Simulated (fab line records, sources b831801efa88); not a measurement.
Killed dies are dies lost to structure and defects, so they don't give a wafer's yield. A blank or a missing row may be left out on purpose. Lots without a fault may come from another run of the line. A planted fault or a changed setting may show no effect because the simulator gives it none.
A struck lot beside a sound one | flow sky130 | 35 steps out of a route of 708
Sound: wafers L634.1, L634.4, L634.5. Struck: wafers L649.3, L649.4, L649.5. The cause comes at the end.
At each step with rows: each side's tool, then ch and its chambers, then its first start. Under that, the readings that differ: sound wafers | struck wafers | difference of the means | sigmas: that difference in standard deviations of wafers without a fault.
alike: readings whose means differ by less than 2 such deviations, and words and numbers that are the same on both sides. not compared: withheld readings, readings that some wafer has no value for, bounds like >300 that may hide the same value, and numbers for which the record gives no deviation and whose values overlap.
The two part at a step that has a row with sigmas, a row that says differs or no value, or rows on one side only. Numbers that don't overlap but have no deviation are shown without sigmas and don't part them. A reading that every wafer of one side lacks parts them only if that side has two wafers or more.

first, 10 steps without rows for these wafers: SKY_GATE_OXIDE_CLEAN_15 (cleans in SC1/SC2, time 150 s); SKY_GATE_OXIDE_OXIDATION_16 (stabilise 600 s, purge 300 s, target thk 3.57 nm); SKY_POLY_GATE_CVD_00 (deposits poly-Si, target thk 180 nm, time 720 s); SKY_RES_PROTECT_DEHYDRATE_00 (time 60 s); SKY_RES_PROTECT_HMDS_01 (prime time 60 s); SKY_RES_PROTECT_COAT_02 (resist thk 1140 nm); SKY_RES_PROTECT_SOFTBAKE_03 (time 60 s); SKY_RES_PROTECT_EXPOSE_04 (exposes mask RPM, target cd 1270 nm); SKY_RES_PROTECT_PEB_05; SKY_RES_PROTECT_DEVELOP_06 (develop time 60 s).
SKY_POLY_GATE_IMPLANT_02:
  sound on implanter-03 ch 0, day 15 05:28; struck on implanter-04 ch 0, day 20 21:07
  alike: tilt_deg
then, 23 steps without rows for these wafers: SKY_RES_PROTECT_STRIP_07 (strips in O2/N2); SKY_RES_PROTECT_CLEAN_09 (cleans in SC1/SC2, time 150 s); SKY_POLY_GATE_CVD_03 (deposits Si3N4 from DCS/NH3, target thk 75 nm, time 1290 s); SKY_POLY_GATE_DEHYDRATE_05 (time 60 s); SKY_POLY_GATE_HMDS_06 (prime time 60 s); SKY_POLY_GATE_COAT_07 (resist thk 108.9 nm); SKY_POLY_GATE_COAT_08 (resist thk 450 nm); SKY_POLY_GATE_SOFTBAKE_09 (time 90 s); SKY_POLY_GATE_EXPOSE_10 (exposes mask P1M, target cd 150 nm); SKY_POLY_GATE_PEB_11; SKY_POLY_GATE_DEVELOP_12 (develop time 60 s); SKY_POLY_GATE_ETCH_15 (etches BARC in N2/H2, stops on SiO2, time 118.5 s, target depth 110 nm); SKY_POLY_GATE_ETCH_16 (etches Si3N4 in CH3F/O2, stops on poly-Si, time 152.6 s, target depth 75 nm); SKY_POLY_GATE_ETCH_17 (etches poly-Si in HBr/Cl2, stops on SiO2, target depth 180 nm, time 70.5 s); SKY_POLY_GATE_STRIP_18 (strips in O2/N2); SKY_POLY_GATE_CLEAN_19 (cleans in SC1/SC2, time 150 s); SKY_POLY_GATE_OXIDATION_20 (stabilise 600 s, purge 300 s, target thk 4 nm); SKY_LDD_N_DEHYDRATE_00 (time 60 s); SKY_LDD_N_HMDS_01 (prime time 60 s); SKY_LDD_N_COAT_02 (resist thk 300 nm); SKY_LDD_N_SOFTBAKE_03 (time 60 s); SKY_LDD_N_EXPOSE_04 (exposes mask NTM, target cd 840 nm); SKY_LDD_N_PEB_05.
-- the record jumps here: 29 days lie between the struck wafers' starts before and after (it left off in module LDD_N and takes up again in module PAD_OPEN, whose first step shown is number 708 of the route) --
SKY_PAD_OPEN_PROBE_99:
  sound on prober-02, day 45 19:49; struck on prober-02, day 49 16:05
  reading                                        | sound             | struck              | difference | sigmas
  model.etest.res_poly.rs_ohm_sq_rim_less_centre | 1.403 1.842 1.039 | -2.666 -3.44 -1.914 | -4.101     |
  model.etest.res_poly.rs_ohm_sq_range           | 1.576 2.023 1.375 | 3.108 3.65 3.166    | +1.650     |
  alike: killed_at_M0_to_M3, killed_at_M4_up, killed_at_contacts, killed_at_front_end, killed_at_other, killed_dies, killed_open, killed_short

WHERE THEY PART
Nowhere in this record.

WHY: what the simulator had put in
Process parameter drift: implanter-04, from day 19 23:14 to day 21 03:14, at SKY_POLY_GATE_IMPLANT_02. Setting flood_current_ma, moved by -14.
